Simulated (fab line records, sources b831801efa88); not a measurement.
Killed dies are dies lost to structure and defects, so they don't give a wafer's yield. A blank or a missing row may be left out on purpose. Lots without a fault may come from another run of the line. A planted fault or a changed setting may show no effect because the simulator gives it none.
Split-lot experiment | flow sfq_line | 5 lots, 23 wafers read, on a route of 325 steps

THE SPLIT
At SFQ_TRILAYER_M8_DEP_EVAP_198 (material Pt, target thk 50 nm, time 250 s), the setting time_s was moved away from the recipe's 250 s on 5 of the 23 wafers read, by -12.2% to +4.4%. The other wafers ran this setting at the recipe's value.

The reading is taken at the split's own step.

THE READING
Pt_of_TRILAYER_M8_DEP_EVAP_198.thk_nm (the simulator's own value, which no gauge read), in nm, at SFQ_TRILAYER_M8_DEP_EVAP_198 (material Pt, target thk 50 nm, time 250 s). The file gives no usual value for it. The 18 wafers here that ran the recipe average 49.71 nm, standard deviation 0.56 nm.

wafer  | tool, chamber at the split | time_s as run, s | against the recipe | Pt_of_TRILAYER_M8_DEP_EVAP_198.thk_nm, nm | against lot-mates on the recipe
L076.1 | pvd_sputter-02, -          | 250              | recipe             | 48.89                                     | -
L076.3 | pvd_sputter-02, -          | 250              | recipe             | 50.43                                     | -
L076.5 | pvd_sputter-02, -          | 250              | recipe             | 49.56                                     | -
L077.1 | pvd_sputter-01, -          | 261.1            | +4.4%              | 51.62                                     | +1.54
L077.2 | pvd_sputter-01, -          | 261.1            | +4.4%              | 51.5                                      | +1.42
L077.3 | pvd_sputter-01, -          | 250              | recipe             | 50.45                                     | -
L077.5 | pvd_sputter-01, -          | 261.1            | +4.4%              | 52.47                                     | +2.39
L077.6 | pvd_sputter-01, -          | 250              | recipe             | 49.7                                      | -
L078.1 | pvd_sputter-02, -          | 250              | recipe             | 49.2                                      | -
L078.2 | pvd_sputter-02, -          | 250              | recipe             | 50.55                                     | -
L078.3 | pvd_sputter-02, -          | 250              | recipe             | 50.55                                     | -
L078.5 | pvd_sputter-02, -          | 219.5            | -12.2%             | 44.4                                      | -5.70
L078.6 | pvd_sputter-02, -          | 219.5            | -12.2%             | 44.47                                     | -5.63
L083.2 | pvd_sputter-01, -          | 250              | recipe             | 48.65                                     | -
L083.3 | pvd_sputter-01, -          | 250              | recipe             | 49.48                                     | -
L083.4 | pvd_sputter-01, -          | 250              | recipe             | 49.49                                     | -
L083.5 | pvd_sputter-01, -          | 250              | recipe             | 49.21                                     | -
L083.6 | pvd_sputter-01, -          | 250              | recipe             | 49.21                                     | -
L085.1 | pvd_sputter-01, -          | 250              | recipe             | 49.95                                     | -
L085.2 | pvd_sputter-01, -          | 250              | recipe             | 50.08                                     | -
L085.3 | pvd_sputter-01, -          | 250              | recipe             | 49.93                                     | -
L085.5 | pvd_sputter-01, -          | 250              | recipe             | 49.38                                     | -
L085.6 | pvd_sputter-01, -          | 250              | recipe             | 50.01                                     | -

THE FIT
A straight line over all 23 wafers: Pt_of_TRILAYER_M8_DEP_EVAP_198.thk_nm changes by +0.442 nm for each +1% of time_s; r = +0.96; the points scatter about the line by 0.55 nm.
The same after taking each lot's own level away (the mean of its wafers on the recipe; 23 wafers): +0.453 nm for each +1%; r = +0.97; scatter 0.45 nm.
On that fit, the largest move of time_s shifts the reading by 5.5 nm.
The lots' own levels span 49.208 to 50.100 nm, that is 1.6 times the standard deviation above.
So the lot-to-lot level changes the slope little: the two slopes agree.
Check: with one of the wafers moved furthest among these (-12.2%) left out of the fit, the line predicts -5.46 nm for it against its lot-mates. It came out at -5.7 nm against them.

OTHER SPLITS ON THESE WAFERS
These wafers also went through other splits before the reading. Each is held against what the fit with the lots' levels taken away leaves over:
other split on the same wafers               | wafers away from the commonest value | r with Pt_of_TRILAYER_M8_DEP_EVAP_198.thk_nm (lot level and that fit taken away)
SFQ_TRILAYER_C5_LITHO_COAT_156 spin_rpm      | 6                                    | -0.18
SFQ_TRILAYER_I6_VIA_LITHO_COAT_169 spin_rpm  | 8                                    | -0.04
SFQ_TRILAYER_I6_VIA_LITHO_PEB_172 peb_temp_c | 9                                    | -0.20
SFQ_TRILAYER_M7_LITHO_COAT_182 spin_rpm      | 6                                    | -0.07
SFQ_TRILAYER_M7_LITHO_EXPOSE_178 dose_mj     | 3                                    | +0.17
SFQ_TRILAYER_I7_VIA_LITHO_COAT_192 spin_rpm  | 5                                    | -0.24
SFQ_TRILAYER_M8_LITHO_COAT_193 resist_thk_nm | 10                                   | +0.09

THE FILE'S OWN FIT
Pt_of_TRILAYER_M8_DEP_EVAP_198.thk_nm changes by +0.457 nm for each +1% of time_s, r = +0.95.
